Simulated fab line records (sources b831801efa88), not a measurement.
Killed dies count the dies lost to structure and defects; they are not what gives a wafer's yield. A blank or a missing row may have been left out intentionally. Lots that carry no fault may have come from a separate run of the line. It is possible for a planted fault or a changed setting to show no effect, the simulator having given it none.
A struck lot beside a sound one -- flow sky130 -- 23 out of 708 route steps
Sound: the wafers L423.2, L423.3, L423.4. The struck wafers were L440.2, L440.4, L440.6. The cause comes at the end.
For every step that has rows: the tool of each side, followed by ch and its chambers, followed by its first start. Under that, the readings that differ: sound wafers -- struck wafers -- difference of the means -- sigmas: that difference in standard deviations of wafers without a fault.
alike: words and numbers the same on both sides, and readings whose means are apart by under 2 such deviations; not compared: readings that were withheld, readings missing a value for some wafer, numbers with overlapping values and no deviation given by the record, and bounds like >300 which may hide the same value.
The two part at a step that has a row with sigmas, a row that says differs or no value, or rows on one side only. Numbers that don't overlap but have no deviation are shown without sigmas and don't part them. A reading that every wafer of one side lacks parts them only if that side has two wafers or more.

SKY_CONTACT_THK_MEAS_26: measures by xrf.
  sound on film_metro-01 at day 32 00:50; struck on film_metro-02 at day 37 10:34
  alike: CONTACT_W_THK
then, 2 steps without rows for these wafers: SKY_CONTACT_CMP_27 (polishes, stops on SiO2, t overpolish 15 s, target thk 0 nm); SKY_METAL1_SPUTTER_00 (material Ti, target thk 15 nm, time 10 s).
SKY_METAL1_SPUTTER_01: material TiN, target thk 20 nm, time 16.7 s.
  sound on pvd_sputter-02 at day 32 01:25; struck on pvd_sputter-04 at day 37 10:56
  alike: throttle_valve_pct
SKY_METAL1_SPUTTER_02: material AlCu, target thk 250 nm, time 13.3 s.
  sound on pvd_sputter-02 at day 32 01:27; struck on pvd_sputter-04 at day 37 10:58
  alike: throttle_valve_pct
SKY_METAL1_SPUTTER_03: material Ti, target thk 5 nm, time 3.3 s.
  sound on pvd_sputter-02 at day 32 01:28; struck on pvd_sputter-04 at day 37 10:59
  alike: throttle_valve_pct
then, 1 step without rows for these wafers: SKY_METAL1_SPUTTER_04 (material TiN, target thk 70 nm, time 58.3 s).
SKY_METAL1_RS_MEAS_05: uses a four-point probe to measure.
  sound on film_metro-04 at day 32 01:34; struck on film_metro-02 at day 37 11:04
  alike: METAL1_ALCU_RS
SKY_METAL1_THK_MEAS_06: measures by xrf.
  sound on film_metro-04 at day 32 01:40; struck on film_metro-02 at day 37 11:11
  alike: METAL1_ALCU_THK
then, 3 steps without rows for these wafers: SKY_METAL1_DEHYDRATE_07 (time 60 s); SKY_METAL1_HMDS_08 (prime time 60 s); SKY_METAL1_COAT_09 (resist thk 60 nm).
SKY_METAL1_COAT_10: resist thk 450 nm.
  sound on litho_track-01 ch 0, day 32 15:00; struck on litho_track-01 ch 0, day 37 23:00
reading,sound,struck,difference,sigmas
spin_speed_rpm (rpm),3003.9 3000.7 3002.8,3072.0 3068.5 3071.0,+68.0,+36
model.KrF-thick_of_METAL1_COAT_10.thk_nm (nm),450.2 451.3 450.8,445 445.1 445.4,-6,
then, 4 steps without rows for these wafers: SKY_METAL1_SOFTBAKE_11 (time 90 s); SKY_METAL1_EXPOSE_12 (exposes mask MM1, target cd 140 nm); SKY_METAL1_PEB_13; SKY_METAL1_DEVELOP_14 (develop time 60 s).
SKY_METAL1_CD_MEAS_15 targets a cd of 140 nm.
  sound on cd_sem-01 at day 33 04:28; struck on cd_sem-01 at day 38 13:24
  alike: cd_nm
SKY_METAL1_OVL_MEAS_16:
  sound on overlay-02 at day 33 04:34; struck on overlay-01 at day 38 13:31
  alike: METAL1_OVL
SKY_METAL1_DESCUM_17: chemistry O2, time 8 s.
  sound on rie_metal-04 ch 0,1, day 33 04:35; struck on rie_metal-02 ch 1, day 38 13:32
  alike: drypump_motor_current_A, oes_product_au
  not compared: rf_hours_counter_h
SKY_METAL1_ETCH_18: etches BARC in N2/H2, stops on SiO2, time 45.9 s, target depth 60 nm.
  sound on rie_metal-04 ch 0,1, day 33 04:37; struck on rie_metal-02 ch 1, day 38 13:34
reading,sound,struck,difference,sigmas
model.KrF-thick_of_METAL1_COAT_10.thk_nm (nm),393 394 394.2,387.1 387.2 387.7,-6.4,
  alike: drypump_motor_current_A, h2_flow_sccm, oes_product_au, throttle_valve_pct
  not compared: rf_hours_counter_h
SKY_METAL1_METAL_ETCH_19: etches the open film in Cl2/BCl3, stops on SiO2, target depth 360 nm, time 78 s.
  sound on rie_metal-04 ch 0,1, day 33 04:41; struck on rie_metal-02 ch 1, day 38 13:38
  alike: drypump_motor_current_A, oes_product_au, throttle_valve_pct
  not compared: rf_hours_counter_h
-- the record jumps here: 11 days lie between the struck wafers' starts before and after (it left off in module METAL1 and takes up again in module PAD_OPEN, whose first step shown is number 708 of the route) --
SKY_PAD_OPEN_PROBE_99:
  sound on prober-02 at day 46 06:15; struck on prober-01 at day 50 00:22
  alike: defect_limited_yield, killed_at_M0_to_M3, killed_at_M4_up, killed_at_contacts, killed_at_front_end, killed_at_other, killed_dies, killed_open, killed_short, sort_bin_3_pad_short, sort_bin_5_function, sort_bin_6_memory, sort_n_pass, sort_yield_pct

## WHERE THEY PART
Only at SKY_METAL1_COAT_10, as far as this record shows. Later steps at which nothing parts them and some readings are alike: SKY_METAL1_CD_MEAS_15, SKY_METAL1_OVL_MEAS_16, SKY_METAL1_DESCUM_17, SKY_METAL1_ETCH_18, SKY_METAL1_METAL_ETCH_19, SKY_PAD_OPEN_PROBE_99.

WHY: whatever the simulator had introduced
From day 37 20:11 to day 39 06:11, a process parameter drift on litho_track-01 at SKY_METAL1_COAT_10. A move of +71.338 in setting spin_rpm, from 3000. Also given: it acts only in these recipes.
